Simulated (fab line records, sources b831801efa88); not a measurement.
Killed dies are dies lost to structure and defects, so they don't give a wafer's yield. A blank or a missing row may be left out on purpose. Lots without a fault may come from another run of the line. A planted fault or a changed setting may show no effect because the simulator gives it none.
fab line records | flow sky130
record lots=6 wafers=18 last_day=49
route steps=708 shown VIA2@524 METAL3@532 CAPM@537 PAD_OPEN@708
lots that met no fault: from a run of the same line without faults
start_h: hours from the record's first day to the start of the lot's first wafer shown | wait_h: hours since the lot's step before | " the same as in the row above | L1.1+2: a row that stands for several wafers | - no value, or no start given | * or withheld: withheld | < > ~ a bound
route shown NAME@n: a module of which the file shows steps, and the number in the route of the first | usual: mean/standard deviation of fault-free wafers | same: alike in all rows | chamber/n: place in a boat | sites: the reading at each site | _std_site: their standard deviation | _edge_site: outer sites' mean less inner sites' | radius_mm: how far each site lies from the wafer's centre | mask NAME#n: copy n | behind: the tool/chamber that last shaped the wafer | hold: why the lot was held/for how many hours/how that ended | device: the transistor (n, p or np) that didn't switch | end of line: the same wafers' tests at the end of the route | a step without rows: its recipe alone | killed: dies lost to structure and defects at the first sort, not the wafer's yield | map: a wafer's dies, x killed, . not, _ none there
set.NAME: the setting as run; set.NAME@STEP: as run at that earlier step | model.NAME: the simulator's own value behind a step, which no gauge read
lots at some steps of the route; a table a step, a row a wafer
services: from which hour (start_h, from the record's first day; less than 0 if before it) a tool's chamber was out of use, for how many hours, and why
## steps
# step SKY_VIA2_STRIP_17
# recipe chemistry=post_etch_residue_remover time_s=1200 temp_c=72.5
# step SKY_VIA2_CLEAN_18
# recipe chemistry=IPA time_s=180 temp_c=25
# step SKY_VIA2_CLEAN_19
# recipe chemistry=O3/DIW dry=n2_spin
# step SKY_VIA2_SPUTTER_20
# recipe material=TiN target_thk_nm=20 chamber_pressure_pa=5 power_w=4000 time_s=80
# usual throttle_valve_pct=30.3/0.82
# same time_s=80
# columns lot.wafer tool chamber start_h wait_h throttle_valve_pct
L293.1 pvd_sputter-02 - 842.16 0.0 29.8
L293.4 " - " " 31.6
L293.6 " - " " 31.4
L298.2 pvd_sputter-02 - 887.33 0.0 31.2
L298.3 " - " " 31.1
L298.5 " - " " 31.1
L305.1 pvd_sputter-02 - 947.76 0.0 31.6
L305.2 " - " " 31.4
L305.6 " - " " 31.6
L311.2 pvd_sputter-03 - 976.57 0.0 29.1
L311.4 " - " " 30.0
L311.5 " - " " 29.3
L312.2 pvd_sputter-03 - 994.41 0.0 29.1
L312.4 " - " " 30.6
L312.5 " - " " 29.2
L314.2 pvd_sputter-03 - 996.71 0.0 30.6
L314.3 " - " " 29.8
L314.5 " - " " 30.5
# step SKY_VIA2_CVD_21
# recipe material=W target_thk_nm=420 time_s=126.4 temp_c=400 pressure_torr=40
# usual heater_power_w=864/67 susceptor_temp_C=400.04/0.22
# same time_s=126.4
# columns lot.wafer tool chamber start_h wait_h heater_power_w susceptor_temp_C
L293.1 cvd_w-01 0 842.23 0.0 816 399.58
L293.4 " 0 " " 818 399.91
L293.6 " 0 " " 796 399.90
L298.2 cvd_w-02 0 887.39 0.0 796 400.10
L298.3 " 0 " " 798 400.29
L298.5 " 0 " " 770 400.14
L305.1 cvd_w-02 1 947.82 0.0 843 399.81
L305.2 " 0 " " 711 400.07
L305.6 " 0 " " 700 399.90
L311.2 cvd_w-01 1 976.67 0.1 935 400.58
L311.4 " 1 " " 911 400.50
L311.5 " 1 " " 923 400.30
L312.2 cvd_w-01 1 994.51 0.1 915 399.81
L312.4 " 1 " " 916 399.97
L312.5 " 1 " " 902 400.10
L314.2 cvd_w-02 1 996.77 0.0 865 399.68
L314.3 " 1 " " 869 399.88
L314.5 " 1 " " 875 399.73
# step SKY_VIA2_RS_MEAS_22
# recipe thk_meas_gauge=four-point-probe reads=W_of_VIA2_CVD_21+TiN_of_VIA2_SPUTTER_20
# usual VIA2_W_RS=0.270/0.0043
# columns lot.wafer tool chamber start_h wait_h VIA2_W_RS[ohm/sq]
L293.1 film_metro-02 - 842.36 0.1 0.268
L293.4 " - " " 0.269
L293.6 " - " " 0.266
L298.2 film_metro-02 - 887.54 0.1 0.268
L298.3 " - " " 0.268
L298.5 " - " " 0.267
L305.1 film_metro-04 - 947.96 0.1 0.268
L305.2 " - " " 0.270
L305.6 " - " " 0.268
L311.2 film_metro-04 - 976.91 0.2 0.272
L311.4 " - " " 0.275
L311.5 " - " " 0.272
L312.2 film_metro-03 - 994.75 0.2 0.275
L312.4 " - " " 0.271
L312.5 " - " " 0.273
L314.2 film_metro-04 - 996.92 0.1 0.266
L314.3 " - " " 0.267
L314.5 " - " " 0.267
# step SKY_VIA2_THK_MEAS_23
# recipe thk_meas_gauge=xrf reads=W_of_VIA2_CVD_21
# usual VIA2_W_THK=420/8.6
# columns lot.wafer tool chamber start_h wait_h VIA2_W_THK[nm]
L293.1 film_metro-02 - 842.48 0.1 417
L293.4 " - " " 414
L293.6 " - " " 416
L298.2 film_metro-02 - 887.65 0.1 420
L298.3 " - " " 421
L298.5 " - " " 423
L305.1 film_metro-04 - 948.08 0.1 420
L305.2 " - " " 416
L305.6 " - " " 418
L311.2 film_metro-04 - 977.02 0.1 412
L311.4 " - " " 407
L311.5 " - " " 411
L312.2 film_metro-03 - 994.86 0.1 415
L312.4 " - " " 428
L312.5 " - " " 419
L314.2 film_metro-04 - 997.03 0.1 414
L314.3 " - " " 415
L314.5 " - " " 414
# step SKY_VIA2_CMP_24
# recipe stop_on=SiO2 t_overpolish_s=20 down_force_psi=3.5 platen_rpm=60 target_thk_nm=0 pad_velocity_m_s=0.94248
# step SKY_METAL3_SPUTTER_00
# recipe material=Ti target_thk_nm=15 power_w=3000 time_s=10 chamber_pressure_pa=0.4
# step SKY_METAL3_SPUTTER_01
# recipe material=TiN target_thk_nm=20 power_w=6500 time_s=16.7 chamber_pressure_pa=0.4
# step SKY_METAL3_SPUTTER_02
# recipe material=AlCu target_thk_nm=735 power_w=10600 time_s=39.1 chamber_pressure_pa=0.4
# usual throttle_valve_pct=30.1/0.83
# same time_s=39.1
# columns lot.wafer tool chamber start_h wait_h throttle_valve_pct
L293.1 pvd_sputter-01 - 842.88 0.0 31.2
L293.4 " - " " 30.4
L293.6 " - " " 29.0
L298.2 pvd_sputter-03 - 888.04 0.0 29.2
L298.3 " - " " 29.8
L298.5 " - " " 29.3
L305.1 pvd_sputter-01 - 948.48 0.0 30.5
L305.2 " - " " 28.6
L305.6 " - " " 31.2
L311.2 pvd_sputter-01 - 977.42 0.0 28.4
L311.4 " - " " 29.2
L311.5 " - " " 31.3
L312.2 pvd_sputter-01 - 995.26 0.0 29.1
L312.4 " - " " 29.0
L312.5 " - " " 29.0
L314.2 pvd_sputter-04 - 997.43 0.0 30.7
L314.3 " - " " 29.6
L314.5 " - " " 30.7
# step SKY_METAL3_SPUTTER_03
# recipe material=Ti target_thk_nm=5 power_w=3000 time_s=3.3 chamber_pressure_pa=0.4
# step SKY_METAL3_SPUTTER_04
# recipe material=TiN target_thk_nm=70 power_w=6500 time_s=58.3 chamber_pressure_pa=0.4
# usual throttle_valve_pct=30.1/0.83
# columns lot.wafer tool chamber start_h wait_h throttle_valve_pct model.TiN_of_METAL3_SPUTTER_04.thk_nm
L293.1 pvd_sputter-01 - 842.94 0.0 31.6 70.52
L293.4 " - " " 30.6 70.56
L293.6 " - " " 29.3 69.95
L298.2 pvd_sputter-03 - 888.10 0.0 29.1 69.2
L298.3 " - " " 30.0 69.55
L298.5 " - " " 29.5 69.77
L305.1 pvd_sputter-01 - 948.54 0.0 30.6 71.64
L305.2 " - " " 28.6 70.24
L305.6 " - " " 31.1 70.77
L311.2 pvd_sputter-01 - 977.47 0.0 28.7 27.4
L311.4 " - " " 29.0 68.33
L311.5 " - " " 31.2 68.94
L312.2 pvd_sputter-01 - 995.31 0.0 29.3 69.53
L312.4 " - " " 28.6 28.72
L312.5 " - " " 29.1 69.75
L314.2 pvd_sputter-04 - 997.48 0.0 30.8 69.44
L314.3 " - " " 29.7 70.5
L314.5 " - " " 30.8 69.28
# step SKY_CAPM_CVD_00
# recipe material=SiO2 target_thk_nm=15.5 temp_c=400 time_s=withheld rf_w=450
# step SKY_CAPM_THK_MEAS_01
# recipe reads=SiO2_of_CAPM_CVD_00
# usual CAPM_CVD_00_THK=15.47/0.21
# columns lot.wafer tool chamber start_h wait_h CAPM_CVD_00_THK[nm]
L293.1 film_metro-04 - 843.02 - 15.36
L293.4 " - " " 15.25
L293.6 " - " " 15.54
L298.2 film_metro-01 - 888.18 - 15.50
L298.3 " - " " 15.55
L298.5 " - " " 15.84
L305.1 film_metro-01 - 948.61 - 15.29
L305.2 " - " " 15.19
L305.6 " - " " 15.57
L311.2 film_metro-02 - 977.55 - 15.15
L311.4 " - " " 15.47
L311.5 " - " " 15.57
L312.2 film_metro-01 - 995.39 - 15.49
L312.4 " - " " 15.56
L312.5 " - " " 15.50
L314.2 film_metro-01 - 997.56 - 15.36
L314.3 " - " " 15.36
L314.5 " - " " 15.51
# step SKY_CAPM_SPUTTER_02
# recipe material=TiN target_thk_nm=200 temp_c=300 power_w=6500 time_s=166.7 chamber_pressure_pa=0.4
# step SKY_CAPM_RS_MEAS_03
# recipe thk_meas_gauge=four-point-probe reads=TiN_of_CAPM_SPUTTER_02
# usual CAPM_TIN_RS=6.90/0.085
# columns lot.wafer tool chamber start_h wait_h CAPM_TIN_RS[ohm/sq]
L293.1 film_metro-02 - 843.19 0.1 7.07
L293.4 " - " " 7.10
L293.6 " - " " 6.97
L298.2 film_metro-04 - 888.36 0.1 7.02
L298.3 " - " " 6.95
L298.5 " - " " 6.87
L305.1 film_metro-02 - 948.78 0.1 6.84
L305.2 " - " " 6.78
L305.6 " - " " 6.88
L311.2 film_metro-02 - 977.73 0.1 6.77
L311.4 " - " " 6.80
L311.5 " - " " 6.80
L312.2 film_metro-04 - 995.57 0.1 6.76
L312.4 " - " " 6.81
L312.5 " - " " 6.80
L314.2 film_metro-01 - 997.74 0.1 6.86
L314.3 " - " " 6.95
L314.5 " - " " 6.96
# step SKY_CAPM_THK_MEAS_04
# recipe thk_meas_gauge=xrf reads=TiN_of_CAPM_SPUTTER_02
# usual CAPM_TIN_THK=198.8/2.4
# columns lot.wafer tool chamber start_h wait_h CAPM_TIN_THK[nm]
L293.1 film_metro-02 - 843.31 0.1 195.0
L293.4 " - " " 193.7
L293.6 " - " " 196.6
L298.2 film_metro-04 - 888.47 0.1 193.6
L298.3 " - " " 196.4
L298.5 " - " " 198.2
L305.1 film_metro-02 - 948.90 0.1 200.2
L305.2 " - " " 201.9
L305.6 " - " " 199.9
L311.2 film_metro-02 - 977.84 0.1 203.1
L311.4 " - " " 201.0
L311.5 " - " " 201.8
L312.2 film_metro-04 - 995.68 0.1 202.0
L312.4 " - " " 200.1
L312.5 " - " " 199.4
L314.2 film_metro-01 - 997.85 0.1 199.7
L314.3 " - " " 198.2
L314.5 " - " " 197.5
# step SKY_CAPM_DEHYDRATE_05
# recipe temp_c=200 time_s=60
# step SKY_CAPM_HMDS_06
# recipe prime_time_s=60 prime_temp_c=120
# step SKY_CAPM_COAT_07
# recipe resist=NOVOLAK spin_rpm=3000 resist_thk_nm=1140
# step SKY_CAPM_SOFTBAKE_08
# recipe temp_c=90 time_s=60 resist=NOVOLAK
# step SKY_CAPM_EXPOSE_09
# recipe mask_id=CAPM na=0.6 source_shape=conventional sigma_outer=0.6 polarization=unpolarized target_cd_nm=1000 dose_mj=159
# step SKY_CAPM_PEB_10
# recipe temp_c=withheld time_s=* resist=NOVOLAK
# step SKY_CAPM_DEVELOP_11
# recipe resist=NOVOLAK developer=TMAH develop_time_s=60 dev_temp_c=23
# step SKY_CAPM_OVL_MEAS_12
# usual CAPM_OVL=0.5/1.7
# columns lot.wafer tool chamber start_h wait_h CAPM_OVL[nm]
L293.1 overlay-01 - 869.16 0.1 1.5
L293.4 " - " " 1.7
L293.6 " - " " 1.6
L298.2 overlay-02 - 913.66 0.1 -0.4
L298.3 " - " " -0.7
L298.5 " - " " 0.5
L305.1 overlay-02 - 972.62 0.1 -0.9
L305.2 " - " " -1.6
L305.6 " - " " -0.5
L311.2 overlay-01 - 1001.21 0.1 1.9
L311.4 " - " " 4.0
L311.5 " - " " 0.2
L312.2 overlay-01 - 1018.73 0.1 2.0
L312.4 " - " " 1.6
L312.5 " - " " 2.3
L314.2 overlay-02 - 1020.93 0.1 -0.5
L314.3 " - " " -2.3
L314.5 " - " " -1.1
# step SKY_CAPM_METAL_ETCH_13
# recipe target_depth_nm=220 stop_on=SiO2 chemistry=Cl2/BCl3 target=TiN pressure_mtorr=10 icp_w=900 bias_w=48.5 Cl2_flow_sccm=60 bcl3_flow_sccm=30 time_s=62.9
# step SKY_CAPM_STRIP_14
# recipe chemistry=O2/N2 power_w=1400 pressure_mtorr=1500 platen_temp_c=withheld o2_flow_sccm=3000 n2_flow_sccm=300 overash_fraction=0.5
# usual drypump_motor_current_A=5.6/0.4 oes_product_au=0.710/0.0048 strip_time_to_endpoint_s=12.67/0.054
# columns lot.wafer tool chamber start_h wait_h drypump_motor_current_A oes_product_au rf_hours_counter_h strip_time_to_endpoint_s
L293.1 plasma_asher-04 0 869.27 0.1 5.7 0.717 14 12.75
L293.4 " 1 " " 5.1 0.697 - 12.69
L293.6 " 0 " " 5.8 0.713 - 12.74
L298.2 plasma_asher-02 1 913.77 0.1 5.3 0.709 76 12.58
L298.3 " 0 " " 5.9 0.711 - 12.64
L298.5 " 1 " " 5.3 0.713 - 12.62
L305.1 plasma_asher-02 1 972.74 0.1 5.3 0.708 83 12.67
L305.2 " 0 " " 5.9 0.712 83 12.75
L305.6 " 1 " " 5.3 0.705 - 12.66
L311.2 plasma_asher-02 1 1001.32 0.1 5.3 0.713 86 12.67
L311.4 " 0 " " 5.9 0.708 - 12.65
L311.5 " 0 " " 5.9 0.707 - 12.60
L312.2 plasma_asher-02 1 1018.84 0.1 5.3 0.718 88 12.58
L312.4 " 1 " " 5.4 0.710 - 12.56
L312.5 " 0 " " 5.9 0.705 - 12.58
L314.2 plasma_asher-04 1 1021.04 0.1 5.1 0.722 29 12.67
L314.3 " 1 " " 5.1 0.715 - 12.67
L314.5 " 0 " " 5.8 0.708 - 12.68
# step SKY_CAPM_STRIP_15
# recipe chemistry=post_etch_residue_remover time_s=1200 temp_c=72.5
# step SKY_CAPM_CLEAN_16
# recipe chemistry=IPA time_s=180 temp_c=25
# step SKY_CAPM_CLEAN_17
# recipe chemistry=O3/DIW dry=n2_spin
# step SKY_METAL3_DEHYDRATE_05
# recipe temp_c=200 time_s=60
# step SKY_METAL3_HMDS_06
# recipe prime_time_s=60 prime_temp_c=120
# step SKY_METAL3_COAT_07
# recipe resist=BARC temp_c=withheld time_s=withheld spin_rpm=3000 resist_thk_nm=60
# step SKY_METAL3_COAT_08
# recipe resist=KrF-thick spin_rpm=3000 resist_thk_nm=1140
# step SKY_METAL3_SOFTBAKE_09
# recipe temp_c=100 time_s=90 resist=KrF-thick
# step SKY_METAL3_EXPOSE_10
# recipe mask_id=MM3 na=0.68 source_shape=annular sigma_inner=0.4 sigma_outer=0.8 target_cd_nm=300 dose_mj=28
# step SKY_METAL3_PEB_11
# recipe peb_temp_c=withheld peb_time_s=withheld resist=KrF-thick
# step SKY_METAL3_DEVELOP_12
# recipe develop_time_s=60 resist=KrF-thick dev_temp_c=21
# step SKY_METAL3_CD_MEAS_13
# recipe target_cd_nm=300
# usual cd_nm=300.0/1.5
# columns lot.wafer tool chamber start_h wait_h cd_nm
L293.1 cd_sem-01 - 895.34 - 301.1
L293.4 " - " " 301.5
L293.6 " - " " 299.7
L298.2 cd_sem-01 - 939.78 - 302.3
L298.3 " - " " 301.0
L298.5 " - " " 302.2
L305.1 cd_sem-01 - 997.78 - 299.7
L305.2 " - " " 300.2
L305.6 " - " " 297.9
L311.2 cd_sem-02 - 1025.33 - 298.5
L311.4 " - " " 299.0
L311.5 " - " " 298.3
L312.2 cd_sem-01 - 1041.36 - 300.0
L312.4 " - " " 300.7
L312.5 " - " " 299.7
L314.2 cd_sem-01 - 1044.18 - 298.1
L314.3 " - " " 298.9
L314.5 " - " " 299.2
# step SKY_METAL3_OVL_MEAS_14
# usual METAL3_OVL=-2/5.4
# columns lot.wafer tool chamber start_h wait_h METAL3_OVL[nm]
L293.1 overlay-01 - 895.46 0.1 7
L293.4 " - " " 4
L293.6 " - " " -5
L298.2 overlay-01 - 939.88 0.1 1
L298.3 " - " " 4
L298.5 " - " " 3
L305.1 overlay-02 - 997.90 0.1 -4
L305.2 " - " " 0
L305.6 " - " " 12
L311.2 overlay-02 - 1025.43 0.1 -4
L311.4 " - " " 2
L311.5 " - " " -9
L312.2 overlay-02 - 1041.46 0.1 -15
L312.4 " - " " -5
L312.5 " - " " -9
L314.2 overlay-02 - 1044.28 0.1 -2
L314.3 " - " " -5
L314.5 " - " " 1
# step SKY_METAL3_DESCUM_15
# recipe chemistry=O2 source_power_w=150 bias_power_w=0 pressure_mtorr=10 temp_c=40 time_s=8
# usual drypump_motor_current_A=5.5/0.53 oes_product_au=0.998/0.0089
# same time_s=8
# columns lot.wafer tool chamber start_h wait_h drypump_motor_current_A oes_product_au rf_hours_counter_h
L293.1 rie_metal-01 1 895.49 0.0 4.9 1.007 10
L293.4 " 0 " " 5.9 0.998 -
L293.6 " 1 " " 4.9 1.007 -
L298.2 rie_metal-01 1 939.91 0.0 4.9 1.006 11
L298.3 " 0 " " 5.9 1.005 -
L298.5 " 0 " " 5.9 1.002 -
L305.1 rie_metal-01 0 997.93 0.0 5.9 0.992 5
L305.2 " 0 " " 5.9 0.994 -
L305.6 " 0 " " 5.9 0.991 -
L311.2 rie_metal-01 0 1025.46 0.0 5.9 0.981 7
L311.4 " 1 " " 4.9 1.001 -
L311.5 " 1 " " 4.9 1.000 -
L312.2 rie_metal-03 1 1041.49 0.0 5.4 0.998 10
L312.4 " 0 " " 6.8 1.001 -
L312.5 " 1 " " 5.4 0.999 -
L314.2 rie_metal-03 0 1044.31 0.0 6.8 0.995 19
L314.3 " 1 " " 5.5 0.991 -
L314.5 " 0 " " 6.8 0.989 -
# step SKY_METAL3_METAL_ETCH_18
# recipe target_depth_a=8450 stop_on=SiO2 over_etch_frac=0.3 time_s=183.1 chemistry=Cl2/BCl3 resist_sidewall_deg=88 pressure_mtorr=10 icp_w=900 bias_w=48.5 Cl2_flow_sccm=60 bcl3_flow_sccm=30
# usual drypump_motor_current_A=5.7/0.61 oes_product_au=0.865/0.0069 throttle_valve_pct=22.263/0.0088
# same time_s=183.1
# columns lot.wafer tool chamber start_h wait_h drypump_motor_current_A oes_product_au rf_hours_counter_h throttle_valve_pct
L293.1 rie_metal-02 1 895.64 0.0 5.1 0.869 7 22.262
L293.4 " 1 " " 5.1 0.863 - 22.274
L293.6 " 1 " " 5.1 0.870 - 22.257
L298.2 rie_metal-02 1 940.06 0.0 5.1 0.868 10 22.268
L298.3 " 0 " " 5.7 0.870 - 22.254
L298.5 " 1 " " 5.1 0.881 - 22.273
L305.1 rie_metal-01 0 998.21 0.0 5.9 0.856 5 22.265
L305.2 " 0 " " 5.9 0.850 - 22.249
L305.6 " 0 " " 5.9 0.862 - 22.270
L311.2 rie_metal-03 1 1025.61 0.0 5.5 0.835 9 22.256
L311.4 " 1 " " 5.5 0.864 - 22.264
L311.5 " 0 " " 6.8 0.858 - 22.262
L312.2 rie_metal-01 1 1041.64 0.0 4.9 0.875 16 22.280
L312.4 " 0 " " 5.9 0.833 - 22.263
L312.5 " 1 " " 4.9 0.864 - 22.275
L314.2 rie_metal-01 1 1044.46 0.0 4.9 0.877 16 22.266
L314.3 " 1 " " 4.9 0.856 - 22.256
L314.5 " 1 " " 4.9 0.867 - 22.269
# step SKY_PAD_OPEN_PROBE_99
# usual defect_limited_yield=82.1/1.9 killed_at_M0_to_M3=44/7.3 killed_at_M4_up=3.5/1.8 killed_at_contacts=24/5.8 killed_at_front_end=16/4.3 killed_at_other=0.5/0.68 killed_dies=88/9.4 killed_open=48/6.8 killed_short=40/6.1 sort_bin_3_pad_short=0.9/0.39 sort_bin_5_function=10.5/1.4 sort_bin_6_memory=6.4/1.1 sort_n_pass=404/9.4 sort_yield_pct=82.1/1.9
# same gross_dies=492 killed_at_back_side=0 sort_bin_4_leakage[%]=0 sort_bin_8_speed[%]=0
# columns lot.wafer tool chamber start_h wait_h defect_limited_yield[%] killed_at_M0_to_M3 killed_at_M4_up killed_at_contacts killed_at_front_end killed_at_other killed_dies killed_open killed_short sort_bin_3_pad_short[%] sort_bin_5_function[%] sort_bin_6_memory[%] sort_n_pass sort_yield_pct[%] model.etest.via3_chain.rc_ohm
L293.1 prober-02 - 1071.62 0.1 81.1 48 5 28 12 0 93 41 52 0.8 10.2 7.9 399 81.1 9.778
L293.4 prober-02 - 1071.77 0.2 82.1 40 2 24 22 0 88 48 40 1.0 10.8 6.1 404 82.1 9.863
L293.6 prober-02 - 1071.87 0.2 79.1 51 5 28 18 1 103 54 49 0.6 14.4 5.9 389 79.1 9.422
L298.2 prober-01 - 1105.67 0.1 83.3 30 6 28 16 2 82 39 42 0.2 9.3 7.1 410 83.3 9.502
L298.3 prober-01 - 1105.72 0.2 80.5 56 3 23 14 0 96 56 36 1.0 12.2 6.3 396 80.5 9.646
L298.5 prober-01 - 1105.82 0.2 82.3 41 8 20 18 0 87 49 38 1.2 11.0 5.5 405 82.3 9.891
L305.1 prober-01 - 1155.25 0.1 78.9 48 3 29 24 0 104 62 39 0.4 13.2 7.5 388 78.9 10.46
L305.2 prober-01 - 1155.30 0.1 78.9 49 4 29 22 0 104 54 49 1.2 10.4 9.6 388 78.9 9.324
L305.6 prober-01 - 1155.50 0.2 80.5 44 2 31 18 1 96 51 44 1.0 11.2 7.3 396 80.5 10.5
L311.2 prober-01 - 1174.12 0.1 81.9 44 4 24 17 0 89 50 38 0.6 10.2 7.3 403 81.9 8.451
L311.4 prober-01 - 1174.22 0.2 80.7 48 5 24 17 1 95 47 47 1.0 11.2 7.1 397 80.7 9.637
L311.5 prober-01 - 1174.27 0.2 83.1 41 2 27 13 0 83 37 46 1.0 10.0 5.9 409 83.1 8.575
L312.2 prober-01 - 1187.35 0.1 79.9 54 2 29 14 0 99 65 34 1.2 11.0 7.9 393 79.9 9.931
L312.4 prober-01 - 1187.45 0.2 81.7 48 3 30 9 0 90 57 33 1.4 9.3 7.5 402 81.7 8.518
L312.5 prober-01 - 1187.50 0.2 83.1 41 5 26 11 0 83 47 36 0.6 10.0 6.3 409 83.1 9.054
L314.2 prober-02 - 1187.77 0.1 82.3 47 3 19 18 0 87 50 37 0.8 10.6 6.3 405 82.3 9.696
L314.3 prober-02 - 1187.82 0.2 85.0 39 0 19 16 0 74 40 34 0.6 8.7 5.7 418 85.0 10.22
L314.5 prober-02 - 1187.92 0.2 83.5 40 4 22 14 1 81 48 32 0.6 9.8 6.1 411 83.5 9.836
# killed by level:class
L293.1 CONTACT:geometric_particle:short=11 METAL2:geometric_particle:short=11 VIA1:geometric_particle:open=10 VIA3:geometric_particle:open=7 LI_CONTACT:geometric_particle:open=6 POLY_GATE:geometric_particle:short=5 CONTACT:geometric_particle:open=5 VIA2:geometric_particle:open=5
L293.4 CONTACT:geometric_particle:open=11 METAL2:geometric_particle:short=7 POLY_GATE:geometric_particle:open=6 LI_CONTACT:geometric_particle:open=6 VIA2:geometric_particle:short=6 VIA1:geometric_particle:open=5 VIA2:geometric_particle:open=5 VIA3:geometric_particle:open=5
L293.6 VIA1:geometric_particle:open=13 CONTACT:geometric_particle:open=11 LI_CONTACT:geometric_particle:open=8 FIELD_ISO:geometric_particle:short=7 VIA3:geometric_particle:open=7 METAL2:geometric_particle:short=6 METAL3:geometric_particle:short=6 VIA2:geometric_particle:open=5
L298.2 CONTACT:geometric_particle:open=11 LI_CONTACT:geometric_particle:open=8 METAL1:geometric_particle:short=7 VIA3:geometric_particle:open=7 FIELD_ISO:geometric_particle:short=6 METAL4:geometric_particle:short=6 POLY_GATE:geometric_particle:short=4 VIA1:geometric_particle:open=4
L298.3 VIA2:geometric_particle:open=12 LI_CONTACT:geometric_particle:open=8 CONTACT:geometric_particle:open=8 VIA1:geometric_particle:open=8 METAL2:geometric_particle:short=7 POLY_GATE:geometric_particle:open=5 METAL1:geometric_particle:open=5 METAL1:geometric_particle:short=5
L298.5 CONTACT:geometric_particle:open=10 VIA1:geometric_particle:open=7 VIA2:geometric_particle:open=7 METAL4:geometric_particle:short=6 VIA3:geometric_particle:open=6 POLY_GATE:geometric_particle:open=5 METAL3:geometric_particle:short=5 POLY_GATE:geometric_particle:short=4
L305.1 VIA3:geometric_particle:open=12 VIA1:geometric_particle:open=12 CONTACT:geometric_particle:open=10 METAL1:geometric_particle:short=7 LI_CONTACT:geometric_particle:open=6 CONTACT:geometric_particle:short=6 FIELD_ISO:geometric_particle:open=5 FIELD_ISO:geometric_particle:short=4
L305.2 CONTACT:geometric_particle:open=12 VIA3:geometric_particle:open=10 VIA2:geometric_particle:open=8 LI_CONTACT:geometric_particle:open=7 METAL1:geometric_particle:short=6 METAL3:geometric_particle:short=6 FIELD_ISO:geometric_particle:open=5 METAL2:geometric_particle:short=5
L305.6 VIA1:geometric_particle:open=13 LI_CONTACT:geometric_particle:open=10 CONTACT:geometric_particle:open=9 VIA3:geometric_particle:open=6 CONTACT:geometric_particle:short=5 FIELD_ISO:geometric_particle:short=4 POLY_GATE:geometric_particle:open=4 LI_CONTACT:geometric_particle:short=4
L311.2 VIA1:geometric_particle:open=10 VIA2:geometric_particle:open=8 CONTACT:geometric_particle:open=7 FIELD_ISO:geometric_particle:open=6 FIELD_ISO:geometric_particle:short=5 LI_CONTACT:geometric_particle:short=5 METAL2:geometric_particle:short=5 VIA3:geometric_particle:open=5
L311.4 VIA1:geometric_particle:open=12 METAL1:geometric_particle:short=7 CONTACT:geometric_particle:open=7 VIA1:geometric_particle:short=7 LI_CONTACT:geometric_particle:open=6 CONTACT:geometric_particle:short=6 VIA2:geometric_particle:open=5 METAL2:geometric_particle:short=5
L311.5 CONTACT:geometric_particle:open=10 METAL2:geometric_particle:short=8 VIA3:geometric_particle:open=7 VIA1:geometric_particle:short=6 CONTACT:geometric_particle:short=6 LI_CONTACT:geometric_particle:open=6 VIA1:geometric_particle:open=6 LOCAL_INTERCONNECT:geometric_particle:short=5
L312.2 VIA3:geometric_particle:open=14 VIA1:geometric_particle:open=13 LI_CONTACT:geometric_particle:open=10 CONTACT:geometric_particle:open=10 VIA2:geometric_particle:open=6 CONTACT:geometric_particle:short=5 VIA1:geometric_particle:short=5 METAL2:geometric_particle:short=5
L312.4 CONTACT:geometric_particle:open=13 VIA1:geometric_particle:open=11 VIA2:geometric_particle:open=11 LI_CONTACT:geometric_particle:open=9 METAL2:geometric_particle:short=6 VIA3:geometric_particle:open=5 LOCAL_INTERCONNECT:geometric_particle:short=4 CONTACT:geometric_particle:short=4
L312.5 CONTACT:geometric_particle:open=13 VIA3:geometric_particle:open=8 LI_CONTACT:geometric_particle:open=7 METAL1:geometric_particle:short=6 VIA1:geometric_particle:open=5 METAL2:geometric_particle:short=4 VIA3:geometric_particle:short=4 VIA1:geometric_particle:short=4
L314.2 VIA2:geometric_particle:open=11 VIA1:geometric_particle:open=10 LI_CONTACT:geometric_particle:open=8 VIA1:geometric_particle:short=6 METAL2:geometric_particle:short=6 CONTACT:geometric_particle:open=5 METAL1:geometric_particle:short=5 FIELD_ISO:geometric_particle:open=4
L314.3 VIA1:geometric_particle:open=11 LI_CONTACT:geometric_particle:open=10 CONTACT:geometric_particle:open=6 POLY_GATE:geometric_particle:short=5 VIA2:geometric_particle:open=5 VIA3:geometric_particle:short=5 METAL1:geometric_particle:short=4 FIELD_ISO:geometric_particle:short=3
L314.5 CONTACT:geometric_particle:open=10 VIA1:geometric_particle:open=10 FIELD_ISO:geometric_particle:open=6 LI_CONTACT:geometric_particle:open=5 VIA3:geometric_particle:short=5 VIA2:geometric_particle:open=5 METAL1:geometric_particle:short=5 METAL3:geometric_particle:short=5
## services
# columns tool chamber start_h hours kind
pvd_sputter-03 - 819.52 11.9 repair
pvd_sputter-04 - 835.29 12.5 repair
pvd_sputter-01 1 840.21 - consumable_replace:kit
pvd_sputter-01 1 840.21 18.0 scheduled_down
pvd_sputter-01 1 840.21 18.0 vent_cycle
rie_metal-03 0 843.56 13.8 repair
pvd_sputter-03 - 847.56 12.9 repair
cvd_w-02 - 872.50 6.9 pm
cvd_w-02 - 904.00 14.0 pm
pvd_sputter-02 - 904.34 5.0 repair
rie_metal-01 - 910.34 0.9 repair
plasma_asher-02 - 917.20 0.4 repair
cvd_w-01 - 922.62 0.5 repair
rie_metal-01 1 936.75 1.5 repair
plasma_asher-04 - 939.07 6.7 pm
pvd_sputter-01 - 959.15 2.2 repair
cvd_w-01 0 965.13 67.8 repair
plasma_asher-02 - 988.31 2.2 repair
plasma_asher-02 - 988.39 0.8 repair
pvd_sputter-01 0 988.80 - consumable_replace:kit
pvd_sputter-01 0 988.80 18.0 scheduled_down
rie_metal-03 - 995.05 15.6 pm
rie_metal-01 1 995.34 4.5 repair
rie_metal-02 - 1037.74 2.8 pm
## key
first_sign step=SKY_METAL3_METAL_ETCH_18 reading=oes_product_au direction=down sigmas=4.5 usual=0.865 struck=0.834
effect none on later readings
model_effect step=SKY_METAL3_SPUTTER_04 value=TiN_of_METAL3_SPUTTER_04.thk_nm without=69.26 struck=28.06
model_effect step=SKY_PAD_OPEN_PROBE_99 value=etest.via3_chain.rc_ohm without=9.651 struck=8.485
met_at SKY_METAL3_SPUTTER_04
struck_wafers L311.2,L312.4
onset_between 948.54 977.47
fault kind=process_parameter_drift tool=pvd_sputter-01 chamber=- onset_h=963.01 steps=SKY_METAL3_SPUTTER_04 channel=target_thk_nm offset=-41.198 shape=step end_h=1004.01 acts_in=these_recipes_only stated=70 scope=struck_wafers_only
